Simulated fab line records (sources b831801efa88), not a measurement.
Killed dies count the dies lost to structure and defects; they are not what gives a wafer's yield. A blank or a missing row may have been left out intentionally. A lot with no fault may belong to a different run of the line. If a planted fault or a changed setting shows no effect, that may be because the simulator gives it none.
The tool behind it: which one?    flow gf180mcu    Sampling: 24 lots, 72 wafers, 2 of 602 route steps

WHAT THE GAUGES SHOWED, per wafer
GF_V4_THK_MEAS_03.
lot   measured      on             V4_CVD_02_THK (nm)
L074  day 23 00:55  film-metro-04  835 845 852
L075  day 23 16:47  film-metro-01  840 834 841
L076  day 23 18:34  film-metro-04  816 828 834
L077  day 24 06:08  film-metro-01  848 874 864
L078  day 24 16:33  film-metro-04  853 857 874
L079  day 25 01:16  film-metro-04  831 857 851
L080  day 25 06:08  film-metro-01  852 881 870
L081  day 25 21:35  film-metro-01  841 849 853
L082  day 25 22:14  film-metro-01  845 850 855
L083  day 26 12:08  film-metro-04  844 839 855
L084  day 26 17:50  film-metro-04  832 850 849
L085  day 27 07:16  film-metro-04  852 856 869
L086  day 27 08:24  film-metro-01  852 858 867
L087  day 27 20:56  film-metro-01  851 856 881
L088  day 28 03:14  film-metro-04  837 831 840
L089  day 28 13:20  film-metro-03  857 865 855
L090  day 29 03:17  film-metro-04  845 848 856
L091  day 29 11:55  film-metro-03  844 851 844
L092  day 29 17:38  film-metro-01  840 853 856
L093  day 29 19:35  film-metro-01  848 853 846
L094  day 29 22:59  film-metro-01  845 853 862
L095  day 30 01:55  film-metro-04  859 856 846
L096  day 30 08:59  film-metro-04  863 857 847
L097  day 30 17:58  film-metro-04  852 830 862

GF_M5_CD_MEAS_07 targets a cd of 280 nm.
lot   measured      on         cd-nm (nm)
L074  day 25 20:22  cd-sem-01  283.5 282.6 283.1
L075  day 26 10:46  cd-sem-01  280.1 280.6 279.3
L076  day 26 13:32  cd-sem-02  280.8 279.3 279.7
L077  day 27 00:32  cd-sem-01  281.3 280.9 281.8
L078  day 27 09:26  cd-sem-01  280.9 280.3 280.0
L079  day 27 18:41  cd-sem-01  279.1 279.7 279.5
L080  day 27 23:14  cd-sem-02  279.9 280.0 278.9
L081  day 28 12:31  cd-sem-01  281.0 280.8 281.1
L082  day 28 13:23  cd-sem-02  279.6 281.1 281.5
L083  day 29 02:16  cd-sem-02  279.4 279.1 280.0
L084  day 29 06:29  cd-sem-01  280.0 277.8 279.5
L085  day 29 19:38  cd-sem-02  279.6 281.1 281.0
L086  day 29 20:07  cd-sem-01  278.1 278.1 277.8
L087  day 30 07:20  cd-sem-01  277.1 278.8 278.8
L088  day 30 13:56  cd-sem-01  279.9 280.8 280.1
L089  day 30 22:49  cd-sem-01  281.5 283.1 282.5
L090  day 31 12:05  cd-sem-01  280.8 280.6 280.8
L091  day 31 19:19  cd-sem-02  280.7 280.3 281.7
L092  day 32 00:40  cd-sem-01  280.6 279.8 280.8
L093  day 32 02:35  cd-sem-01  280.3 280.8 281.6
L094  day 32 05:34  cd-sem-01  281.3 282.1 280.5
L095  day 32 09:07  cd-sem-02  279.3 278.9 278.2
L096  day 32 14:34  cd-sem-02  280.1 279.1 278.5
L097  day 32 23:11  cd-sem-02  280.2 280.2 279.0

TOOL THAT RAN EACH LOT (tool first, then ch and the chambers of the sampled wafers, then the start)
No process step before these readings appears in the record.

WHAT THE TOOLS THEMSELVES READ (means of the sampled wafers that have a number; where no wafer has one, the mark that the record gives instead)
The record holds no such reading with a usual standard deviation.

THE ANSWER, worked out from the rows above alone
Rule: the lots themselves supply what counts as usual. The widest of any qualifying gaps counts: lots, ordered by their means at a reading, are off when they make up no more than a third of the lots, leave a main group of 4 or more, and stand apart from it by 3 or more times the standard deviation of that group's means. A main group whose means are all the same, to the digits that the tables above print for the reading, isn't used. Also off: a lot with no number at a reading for which 4 or more lots have one. All remaining lots with rows at the step are treated as sound. The gauges are gone through in route order, then the tools' own readings, and for those a lot's mean is taken as printed above. At the first step where some lot is off, the reading lying furthest off is the one used; lots without a number count as furthest.
No lot is off on any of the readings shown, so nothing can be concluded from this.

WHAT WAS PUT IN BY THE SIMULATOR
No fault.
